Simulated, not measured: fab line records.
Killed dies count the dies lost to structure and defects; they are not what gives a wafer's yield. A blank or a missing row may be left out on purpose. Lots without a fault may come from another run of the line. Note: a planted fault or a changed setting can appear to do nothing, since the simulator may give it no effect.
Struck lot and sound lot, side by side    flow gf180mcu    16 steps out of a route of 602
Sound: wafers L932.1, L932.4, L932.5. Wafers struck: L923.1, L923.4, L923.6. The cause comes at the end.
Each step with rows lists, per side, the tool, then ch with its chambers, then its first start. Under that, the readings that differ: sound wafers    struck wafers    difference of the means    sigmas: that difference in standard deviations of wafers without a fault.
alike: a reading whose means differ by less than 2 such deviations, as well as words and numbers matching on both sides. not compared: withheld readings; readings where some wafer has no value; bounds like >300 that might hide an equal value; numbers whose values overlap and for which the record gives no deviation.
The two part at a step that has a row with sigmas, a row that says differs or no value, or rows on one side only. Non-overlapping numbers with no deviation appear without sigmas and do not part them. A reading missing from all wafers of one side parts the sides only when that side holds two or more wafers.

first, 5 steps without rows for these wafers: GF_M5_COAT_02 (resist thk 1000 nm); GF_M5_SOFTBAKE_03 (time 60 s); GF_M5_EXPOSE_04 (exposes mask Metal5, target cd 280 nm); GF_M5_PEB_05 (peb time 90 s); GF_M5_DEVELOP_06 (develop time 60 s).
GF_M5_CD_MEAS_07 targets a cd of 280 nm.
  sound: cd sem-01 at day 30 19:51; struck: cd sem-01 at day 27 23:01
reading     sound              struck             difference  sigmas
cd nm (nm)  280.2 279.7 281.9  277.9 278.6 277.4  -2.6        -2
GF_M5_OVL_MEAS_08:
  sound: overlay-01 at day 30 19:58; struck: overlay-02 at day 27 23:08
  alike: M5_OVL
GF_M5_ETCH_09: etches Si3N4 in CF4/O2, target depth 52 nm, time 11.6 s.
  sound on rie diel-02 ch 1,2, day 30 20:00; struck on rie diel-03 ch 0,1,3, day 27 23:10
  alike: bias w, drypump motor current A, oes product au, rf fwd power W, throttle valve pct
  not compared: rf hours counter h
GF_M5_METAL_ETCH_10: etches the open film in Cl2/BCl3, stops on SiO2, target depth 750.8 nm, time 125.1 s.
  sound on rie metal-02 ch 0, day 30 20:02; struck on rie metal-04 ch 0,1, day 27 23:12
  alike: bias w, drypump motor current A, he backside leak sccm, oes product au, rf fwd power W, throttle valve pct
  not compared: rf hours counter h
GF_M5_STRIP_11: strips in O2/N2.
  sound on plasma asher-04 ch 0,1, day 30 20:10; struck on plasma asher-01 ch 0,1, day 27 23:20
  alike: drypump motor current A, heater power w, oes product au, platen temp c, strip time to endpoint s
  not compared: rf hours counter h
then, 2 steps without rows for these wafers: GF_M5_STRIP_12 (strips in post etch residue remover, time 1200 s); GF_M5_CLEAN_13 (cleans in DIW).
GF_V5_CVD_00: deposits SiO2, target thk 300 nm, time 50 s.
  sound on hdpcvd-01 ch 1,2, day 30 20:41; struck on hdpcvd-02 ch 0,1, day 27 23:52
reading                              sound              struck             difference  sigmas
sih4 flow sccm (sccm)                60.17 60.17 59.70  50.75 50.93 50.95  -9.14       -48
model.SiO2_of_V5_CVD_00.thk nm (nm)  298.4 301.1 301.1  248.9 249.7 253    -49.7       
GF_V5_THK_MEAS_01:
  sound: film metro-02 at day 30 20:44; struck: film metro-04 at day 27 23:54
reading             sound        struck       difference  sigmas
V5_CVD_00_THK (nm)  298 301 301  249 250 253  -49         -12
GF_V5_CVD_02: deposits SiO2 from TEOS, target thk 1450 nm, time 163.28 s.
  sound on pecvd-02 ch 0,2, day 30 20:47; struck on pecvd-02 ch 0,1,2, day 27 23:58
  alike: heater power w, rf fwd power W
next, for these wafers, 1 step has no rows: GF_PASSIVATION_PROBE_99.

== WHERE THEY PART ==
Earliest at GF_M5_CD_MEAS_07; latest, in this record, at GF_V5_THK_MEAS_01. Later steps at which nothing parts them and some readings are alike: GF_V5_CVD_02.

WHY: what had been put in by the simulator
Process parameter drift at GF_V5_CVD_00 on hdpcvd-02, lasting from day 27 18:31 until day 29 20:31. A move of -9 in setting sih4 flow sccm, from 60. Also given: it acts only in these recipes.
